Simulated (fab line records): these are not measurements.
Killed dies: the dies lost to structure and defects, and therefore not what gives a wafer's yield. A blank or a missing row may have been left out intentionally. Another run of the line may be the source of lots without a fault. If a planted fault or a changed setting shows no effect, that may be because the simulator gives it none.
fab line records | flow sky130
record lots=12 | wafers=36 | last-day=50
route steps=708 shown NWELL@63 VT_ADJUST_NCORE@126 VT_ADJUST_HVTR@141 PAD_OPEN@708
lots that met no fault: taken from a fault-free run of the same line
start-h: hours from the record's opening day to when the first of the lot's shown wafers began | wait-h: how many hours have passed since the lot's step before this one | " the same as in the row above | L1.1+2: a row that stands for several wafers | - either no value or no given start | * or withheld: withheld | < > ~ a bound
route shown NAME@n: NAME is a module with steps in the file, n the number in the route of the first one | usual: mean and standard deviation over wafers with no fault | same: alike in all rows | chamber/n: place in a boat | sites: the reading at each site | _std_site: the standard deviation of these | _edge_site: inner sites' mean taken away from outer sites' mean | radius-mm: how far each site lies from the wafer's centre | mask NAME#n: copy n | behind: the last tool/chamber to shape the wafer | hold: why the lot went on hold/how many hours it stayed there/how the hold came to an end | device: names the non-switching transistor (n, p or np) | end of line: at the end of the route, the tests of the same wafers | a step with no rows: only its recipe | killed: dies that structure and defects cost at the first sort, which is not the same as the wafer's yield | map: shows each die of a wafer: x if killed, . if not, _ if none is there
set.NAME: the setting as run; set.NAME@STEP: as run at that earlier step | model.NAME: the simulator's own value behind a step, which no gauge read
one table for each step of the route and one row for each wafer, over a sample of lots
services: the hour from which a tool's chamber was out of use, counted from the record's first day as start-h (under 0 if before that day), plus the number of hours and why
## steps
# step SKY_NWELL_OVL_MEAS_10
# usual NWELL_00_OVL=-0.4/1.2
lot.wafer | tool       | chamber | start-h | wait-h | NWELL_00_OVL[nm]
L774.1    | overlay-02 | -       | 88.70   | -      | 0.1
L774.3    | "          | -       | "       | "      | -1.1
L774.6    | "          | -       | "       | "      | 0.7
L775.1    | overlay-02 | -       | 95.21   | -      | 1.0
L775.4    | "          | -       | "       | "      | -1.4
L775.5    | "          | -       | "       | "      | 0.1
L779.1    | overlay-02 | -       | 123.40  | -      | 1.7
L779.3    | "          | -       | "       | "      | 0.7
L779.5    | "          | -       | "       | "      | 0.8
L781.3    | overlay-01 | -       | 127.27  | -      | -0.3
L781.4    | "          | -       | "       | "      | 1.3
L781.5    | "          | -       | "       | "      | -0.1
L783.2    | overlay-02 | -       | 141.04  | -      | -2.4
L783.3    | "          | -       | "       | "      | -0.4
L783.4    | "          | -       | "       | "      | 0.8
L785.1    | overlay-01 | -       | 148.21  | -      | 1.6
L785.2    | "          | -       | "       | "      | -0.3
L785.3    | "          | -       | "       | "      | 1.4
L787.1    | overlay-02 | -       | 160.85  | -      | 0.8
L787.3    | "          | -       | "       | "      | 0.2
L787.4    | "          | -       | "       | "      | 0.7
L789.1    | overlay-02 | -       | 174.26  | -      | -0.8
L789.2    | "          | -       | "       | "      | -1.4
L789.4    | "          | -       | "       | "      | -0.5
L791.2    | overlay-02 | -       | 184.27  | -      | 1.6
L791.5    | "          | -       | "       | "      | 1.2
L791.6    | "          | -       | "       | "      | 0.5
L794.1    | overlay-02 | -       | 200.29  | -      | -1.2
L794.4    | "          | -       | "       | "      | 1.5
L794.5    | "          | -       | "       | "      | 0.3
L796.2    | overlay-02 | -       | 214.57  | -      | 0.2
L796.4    | "          | -       | "       | "      | 0.6
L796.6    | "          | -       | "       | "      | -1.3
L797.4    | overlay-02 | -       | 220.37  | -      | 1.3
L797.5    | "          | -       | "       | "      | -0.6
L797.6    | "          | -       | "       | "      | 0.7
# step SKY_VT_ADJUST_NCORE_CD_MEAS_07
# recipe target-cd-nm=380
# usual cd-nm=379.2/2.8
lot.wafer | tool      | chamber | start-h | wait-h | cd-nm
L774.1    | cd-sem-01 | -       | 186.76  | 0.1    | 380.0
L774.3    | "         | -       | "       | "      | 382.7
L774.6    | "         | -       | "       | "      | 379.9
L775.1    | cd-sem-01 | -       | 192.85  | 0.1    | 378.8
L775.4    | "         | -       | "       | "      | 381.1
L775.5    | "         | -       | "       | "      | 379.0
L779.1    | cd-sem-02 | -       | 229.41  | 0.1    | 377.7
L779.3    | "         | -       | "       | "      | 379.4
L779.5    | "         | -       | "       | "      | 376.6
L781.3    | cd-sem-02 | -       | 234.49  | 0.1    | 379.9
L781.4    | "         | -       | "       | "      | 382.5
L781.5    | "         | -       | "       | "      | 378.6
L783.2    | cd-sem-02 | -       | 251.19  | 0.1    | 385.5
L783.3    | "         | -       | "       | "      | 385.6
L783.4    | "         | -       | "       | "      | 384.8
L785.1    | cd-sem-01 | -       | 260.57  | 0.1    | 379.7
L785.2    | "         | -       | "       | "      | 382.0
L785.3    | "         | -       | "       | "      | 379.7
L787.1    | cd-sem-01 | -       | 275.12  | 0.1    | 381.0
L787.3    | "         | -       | "       | "      | 381.9
L787.4    | "         | -       | "       | "      | 382.6
L789.1    | cd-sem-02 | -       | 291.56  | 0.1    | 382.6
L789.2    | "         | -       | "       | "      | 379.2
L789.4    | "         | -       | "       | "      | 382.3
L791.2    | cd-sem-02 | -       | 307.08  | 0.2    | 377.5
L791.5    | "         | -       | "       | "      | 378.5
L791.6    | "         | -       | "       | "      | 378.7
L794.1    | cd-sem-02 | -       | 321.67  | 0.1    | 378.2
L794.4    | "         | -       | "       | "      | 379.2
L794.5    | "         | -       | "       | "      | 378.4
L796.2    | cd-sem-02 | -       | 338.08  | 0.1    | 379.3
L796.4    | "         | -       | "       | "      | 381.5
L796.6    | "         | -       | "       | "      | 380.8
L797.4    | cd-sem-02 | -       | 346.63  | 0.1    | 378.4
L797.5    | "         | -       | "       | "      | 378.4
L797.6    | "         | -       | "       | "      | 380.1
# step SKY_VT_ADJUST_NCORE_IMPLANT_09
# recipe species=B | energy-kev=10 | dose-cm2=2.4e+12 | tilt-deg=withheld
# usual beam-energy-keV=10.001/0.0037
lot.wafer | tool         | chamber | start-h | wait-h | beam-energy-keV
L774.1    | implanter-01 | 0       | 186.92  | 0.0    | 9.999
L774.3    | "            | 0       | "       | "      | 9.997
L774.6    | "            | 0       | "       | "      | 9.995
L775.1    | implanter-04 | 0       | 193.01  | 0.0    | 9.993
L775.4    | "            | 0       | "       | "      | 9.991
L775.5    | "            | 0       | "       | "      | 9.994
L779.1    | implanter-04 | 0       | 229.57  | 0.0    | 9.998
L779.3    | "            | 0       | "       | "      | 9.999
L779.5    | "            | 0       | "       | "      | 9.997
L781.3    | implanter-02 | 0       | 234.66  | 0.1    | 10.001
L781.4    | "            | 0       | "       | "      | 9.999
L781.5    | "            | 0       | "       | "      | 10.000
L783.2    | implanter-04 | 0       | 251.35  | 0.0    | 10.003
L783.3    | "            | 0       | "       | "      | 10.003
L783.4    | "            | 0       | "       | "      | 10.007
L785.1    | implanter-01 | 0       | 260.73  | 0.0    | 13.593
L785.2    | "            | 0       | "       | "      | 13.590
L785.3    | "            | 0       | "       | "      | 13.587
L787.1    | implanter-01 | 0       | 275.31  | 0.0    | 13.588
L787.3    | "            | 0       | "       | "      | 13.584
L787.4    | "            | 0       | "       | "      | 13.587
L789.1    | implanter-04 | 0       | 291.71  | 0.0    | 10.001
L789.2    | "            | 0       | "       | "      | 10.002
L789.4    | "            | 0       | "       | "      | 10.003
L791.2    | implanter-04 | 0       | 307.24  | 0.0    | 9.999
L791.5    | "            | 0       | "       | "      | 9.998
L791.6    | "            | 0       | "       | "      | 9.997
L794.1    | implanter-04 | 0       | 321.83  | 0.0    | 9.999
L794.4    | "            | 0       | "       | "      | 10.000
L794.5    | "            | 0       | "       | "      | 10.002
L796.2    | implanter-04 | 0       | 338.24  | 0.0    | 10.006
L796.4    | "            | 0       | "       | "      | 10.005
L796.6    | "            | 0       | "       | "      | 10.005
L797.4    | implanter-04 | 0       | 346.80  | 0.1    | 9.997
L797.5    | "            | 0       | "       | "      | 10.001
L797.6    | "            | 0       | "       | "      | 9.997
# step SKY_VT_ADJUST_NCORE_TW_MEAS_11
# usual VT_ADJUST_NCORE_TW=220.1/1.4
lot.wafer | tool          | chamber | start-h | wait-h | VT_ADJUST_NCORE_TW
L774.1    | film-metro-03 | -       | 187.17  | 0.1    | 220.8
L774.3    | "             | -       | "       | "      | 220.7
L774.6    | "             | -       | "       | "      | 220.6
L775.1    | film-metro-03 | -       | 193.26  | 0.1    | 220.1
L775.4    | "             | -       | "       | "      | 219.9
L775.5    | "             | -       | "       | "      | 219.0
L779.1    | film-metro-04 | -       | 229.82  | 0.1    | 220.2
L779.3    | "             | -       | "       | "      | 219.9
L779.5    | "             | -       | "       | "      | 219.8
L781.3    | film-metro-03 | -       | 234.88  | 0.1    | 220.6
L781.4    | "             | -       | "       | "      | 220.0
L781.5    | "             | -       | "       | "      | 220.7
L783.2    | film-metro-01 | -       | 251.59  | 0.1    | 219.8
L783.3    | "             | -       | "       | "      | 217.4
L783.4    | "             | -       | "       | "      | 218.5
L785.1    | film-metro-04 | -       | 260.98  | 0.1    | 236.9
L785.2    | "             | -       | "       | "      | 237.7
L785.3    | "             | -       | "       | "      | 237.2
L787.1    | film-metro-01 | -       | 275.56  | 0.1    | 234.6
L787.3    | "             | -       | "       | "      | 233.5
L787.4    | "             | -       | "       | "      | 234.3
L789.1    | film-metro-03 | -       | 291.96  | 0.1    | 219.4
L789.2    | "             | -       | "       | "      | 220.9
L789.4    | "             | -       | "       | "      | 219.5
L791.2    | film-metro-04 | -       | 307.47  | 0.1    | 221.1
L791.5    | "             | -       | "       | "      | 221.7
L791.6    | "             | -       | "       | "      | 221.0
L794.1    | film-metro-04 | -       | 322.08  | 0.1    | 222.0
L794.4    | "             | -       | "       | "      | 221.9
L794.5    | "             | -       | "       | "      | 221.9
L796.2    | film-metro-04 | -       | 338.47  | 0.1    | 222.3
L796.4    | "             | -       | "       | "      | 220.8
L796.6    | "             | -       | "       | "      | 222.2
L797.4    | film-metro-01 | -       | 347.01  | 0.1    | 216.2
L797.5    | "             | -       | "       | "      | 217.7
L797.6    | "             | -       | "       | "      | 217.8
# step SKY_VT_ADJUST_HVTR_STRIP_10
# recipe chemistry=O2/N2 | power-w=1400 | pressure-mtorr=1500 | platen-temp-c=withheld | o2-flow-sccm=3000 | n2-flow-sccm=300 | overash-fraction=0.5
# usual drypump-motor-current-A=6.2/0.41 | oes-product-au=0.716/0.0043 | strip-time-to-endpoint-s=14.18/0.036
lot.wafer | tool            | chamber | start-h | wait-h | drypump-motor-current-A | oes-product-au | rf-hours-counter-h | strip-time-to-endpoint-s
L774.1    | plasma-asher-02 | 1       | 208.64  | 0.1    | 5.4                     | 0.722          | 5                  | 14.21
L774.3    | "               | 0       | "       | "      | 6.0                     | 0.712          | -                  | 14.24
L774.6    | "               | 1       | "       | "      | 5.4                     | 0.714          | -                  | 14.22
L775.1    | plasma-asher-01 | 0       | 215.41  | 0.1    | 6.7                     | 0.721          | 53                 | 14.17
L775.4    | "               | 1       | "       | "      | 6.3                     | 0.715          | -                  | 14.16
L775.5    | "               | 1       | "       | "      | 6.4                     | 0.709          | -                  | 14.17
L779.1    | plasma-asher-01 | 1       | 252.84  | 0.1    | 6.4                     | 0.724          | 57                 | 14.19
L779.3    | "               | 0       | "       | "      | 6.7                     | 0.710          | -                  | 14.16
L779.5    | "               | 0       | "       | "      | 6.7                     | 0.713          | -                  | 14.18
L781.3    | plasma-asher-01 | 0       | 258.88  | 0.1    | 6.7                     | 0.719          | -                  | 14.17
L781.4    | "               | 1       | "       | "      | 6.4                     | 0.724          | -                  | 14.11
L781.5    | "               | 1       | "       | "      | 6.4                     | 0.709          | -                  | 14.15
L783.2    | plasma-asher-04 | 0       | 275.24  | 0.1    | 6.4                     | 0.713          | 47                 | 14.23
L783.3    | "               | 0       | "       | "      | 6.3                     | 0.723          | -                  | 14.26
L783.4    | "               | 1       | "       | "      | 5.7                     | 0.715          | -                  | 14.19
L785.1    | plasma-asher-01 | 0       | 285.84  | 0.1    | 6.7                     | 0.721          | 60                 | 14.20
L785.2    | "               | 1       | "       | "      | 6.4                     | 0.717          | 60                 | 14.22
L785.3    | "               | 0       | "       | "      | 6.7                     | 0.719          | -                  | 14.17
L787.1    | plasma-asher-04 | 0       | 300.89  | 0.1    | 6.4                     | 0.722          | 50                 | 14.24
L787.3    | "               | 0       | "       | "      | 6.4                     | 0.714          | -                  | 14.19
L787.4    | "               | 1       | "       | "      | 5.8                     | 0.714          | -                  | 14.22
L789.1    | plasma-asher-04 | 1       | 316.96  | 0.1    | 5.8                     | 0.716          | 51                 | 14.14
L789.2    | "               | 0       | "       | "      | 6.4                     | 0.712          | 51                 | 14.14
L789.4    | "               | 1       | "       | "      | 5.8                     | 0.713          | -                  | 14.17
L791.2    | plasma-asher-01 | 0       | 332.79  | 0.1    | 6.7                     | 0.712          | 65                 | 14.19
L791.5    | "               | 1       | "       | "      | 6.4                     | 0.721          | -                  | 14.16
L791.6    | "               | 0       | "       | "      | 6.7                     | 0.717          | -                  | 14.19
L794.1    | plasma-asher-01 | 1       | 349.21  | 0.1    | 6.4                     | 0.721          | 66                 | 14.15
L794.4    | "               | 0       | "       | "      | 6.6                     | 0.713          | -                  | 14.16
L794.5    | "               | 0       | "       | "      | 6.7                     | 0.710          | -                  | 14.10
L796.2    | plasma-asher-01 | 1       | 365.81  | 0.1    | 6.4                     | 0.712          | 68                 | 14.17
L796.4    | "               | 0       | "       | "      | 6.7                     | 0.715          | -                  | 14.19
L796.6    | "               | 0       | "       | "      | 6.7                     | 0.714          | -                  | 14.20
L797.4    | plasma-asher-01 | 0       | 374.02  | 0.1    | 6.7                     | 0.709          | -                  | 14.17
L797.5    | "               | 0       | "       | "      | 6.7                     | 0.711          | -                  | 14.20
L797.6    | "               | 1       | "       | "      | 6.4                     | 0.707          | -                  | 14.15
# step SKY_PAD_OPEN_PROBE_99
# usual killed_at_M0_to_M3=44/6.8 | killed_at_M4_up=2.9/1.7 | killed-at-contacts=24/5.2 | killed-at-front-end=15/4 | killed-at-other=0.2/0.44 | killed-dies=86/9.9 | killed-open=47/7.9 | killed-short=39/6.3
# same gross-dies=492 | killed-at-back-side=0
lot.wafer | tool      | chamber | start-h | wait-h | killed_at_M0_to_M3 | killed_at_M4_up | killed-at-contacts | killed-at-front-end | killed-at-other | killed-dies | killed-open | killed-short
L785.1    | prober-02 | -       | 1143.84 | 0.1    | 46                 | 4               | 34                 | 10                  | 0               | 94          | 45          | 48
L785.2    | prober-02 | -       | 1143.89 | 0.1    | 53                 | 2               | 31                 | 17                  | 0               | 103         | 55          | 48
L785.3    | prober-02 | -       | 1143.94 | 0.2    | 48                 | 1               | 24                 | 16                  | 0               | 89          | 41          | 47
# killed by level:class
L785.1 LI_CONTACT:geometric-particle:open=10 CONTACT:geometric-particle:open=10 VIA1:geometric-particle:open=9 LOCAL_INTERCONNECT:geometric-particle:short=6 METAL2:geometric-particle:short=6 VIA3:geometric-particle:short=5 METAL1:geometric-particle:short=5 VIA2:geometric-particle:open=5
L785.2 VIA1:geometric-particle:open=14 VIA3:geometric-particle:open=9 CONTACT:geometric-particle:open=9 LI_CONTACT:geometric-particle:open=7 FIELD_ISO:geometric-particle:open=6 METAL1:geometric-particle:short=6 LOCAL_INTERCONNECT:geometric-particle:short=6 METAL2:geometric-particle:short=6
L785.3 VIA2:geometric-particle:open=11 METAL1:geometric-particle:short=7 CONTACT:geometric-particle:short=7 VIA3:geometric-particle:open=7 METAL2:geometric-particle:short=6 POLY_GATE:geometric-particle:short=5 LI_CONTACT:geometric-particle:short=5 CONTACT:geometric-particle:open=5
## services
tool            | chamber | start-h | hours | kind
implanter-01    | -       | 174.64  | 0.7   | repair
plasma-asher-01 | -       | 205.14  | 2.2   | repair
implanter-01    | -       | 205.65  | 5.2   | pm
implanter-01    | -       | 219.23  | 9.8   | pm
implanter-02    | -       | 254.39  | 2.6   | repair
implanter-04    | -       | 300.17  | 2.1   | repair
plasma-asher-02 | -       | 310.34  | 15.1  | repair
plasma-asher-04 | -       | 347.86  | 14.6  | pm
plasma-asher-01 | -       | 358.23  | 0.8   | repair
implanter-04    | -       | 364.72  | 8.5   | repair
plasma-asher-01 | -       | 368.64  | 2.8   | pm
## key
first-sign step=SKY_VT_ADJUST_NCORE_IMPLANT_09 | reading=beam-energy-keV | direction=up | sigmas=99+ | usual=* | struck=*
effect step=SKY_VT_ADJUST_NCORE_TW_MEAS_11 | reading=VT_ADJUST_NCORE_TW | direction=up | sigmas=12 | usual=220.1 | struck=235.7
met-at SKY_VT_ADJUST_NCORE_IMPLANT_09
struck-lots L785,L787
tester-left-out L785,L787
not-acting-at SKY_NWELL_OVL_MEAS_10,SKY_VT_ADJUST_NCORE_CD_MEAS_07,SKY_VT_ADJUST_HVTR_STRIP_10
onset-between 186.92 260.73
fault kind=process-parameter-drift | tool=implanter-01 | chamber=- | onset-h=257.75 | steps=SKY_VT_ADJUST_NCORE_IMPLANT_09 | channel=energy-kev | offset=* | shape=step | end-h=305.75 | acts-in=* | stated=*
# tester-left-out: of these lots the tester's yield and bins aren't shown, on N5 and GAA mostly nor the transistor test; their killed dies are dies lost to structure and defects alone, not to doping, threshold or leakage, so they don't give the yield
